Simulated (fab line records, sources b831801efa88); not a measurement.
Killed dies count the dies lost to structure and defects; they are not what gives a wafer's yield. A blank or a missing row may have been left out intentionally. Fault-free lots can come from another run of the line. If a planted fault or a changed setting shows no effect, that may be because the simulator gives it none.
What tool caused it? :: flow gf180mcu :: 36 wafers sampled from 12 lots at 1 step of a route of 602

== WHAT THE GAUGES READ, wafer by wafer ==
GF_M2_THK_MEAS_06: measures by xrf.
lot: L075
measured: day 18 22:35
on: film-metro-04
M2_ALCU_THK (nm): 442 440 443

lot: L077
measured: day 20 00:07
on: film-metro-01
M2_ALCU_THK (nm): 447 442 440

lot: L079
measured: day 20 22:49
on: film-metro-01
M2_ALCU_THK (nm): 449 449 449

lot: L081
measured: day 21 20:20
on: film-metro-04
M2_ALCU_THK (nm): 444 448 447

lot: L083
measured: day 22 02:16
on: film-metro-04
M2_ALCU_THK (nm): 451 452 446

lot: L085
measured: day 22 23:38
on: film-metro-01
M2_ALCU_THK (nm): 453 444 445

lot: L087
measured: day 23 15:32
on: film-metro-04
M2_ALCU_THK (nm): 448 443 443

lot: L089
measured: day 24 07:14
on: film-metro-03
M2_ALCU_THK (nm): 452 444 446

lot: L091
measured: day 25 03:58
on: film-metro-03
M2_ALCU_THK (nm): 458 458 459

lot: L093
measured: day 25 12:15
on: film-metro-01
M2_ALCU_THK (nm): 446 449 447

lot: L095
measured: day 26 05:31
on: film-metro-04
M2_ALCU_THK (nm): 455 455 451

lot: L097
measured: day 27 02:22
on: film-metro-01
M2_ALCU_THK (nm): 444 442 445

== EACH LOT AND THE TOOL THAT RAN IT (in order: tool; ch and the chambers of the sampled wafers; start) ==
There is no process step in the record ahead of these readings.

== THE ANSWER, worked out from the rows above alone ==
Rule: the lots themselves supply what counts as usual. Put in order of their means at a reading, lots are off if they are a third of the lots or fewer, leave a main group of 4 or more, and stand apart from it by a gap of 3 or more times the standard deviation of the main group's means; of several such gaps the widest counts. If all means in a main group match to the digits the tables above print for the reading, that group is not used. Also off: a lot with no number at a reading for which 4 or more lots have one. Any other lot the step has rows for is counted as sound.
No lot is off at any reading shown: from this, nothing can be told.

== WHAT THE SIMULATOR HAD PUT IN ==
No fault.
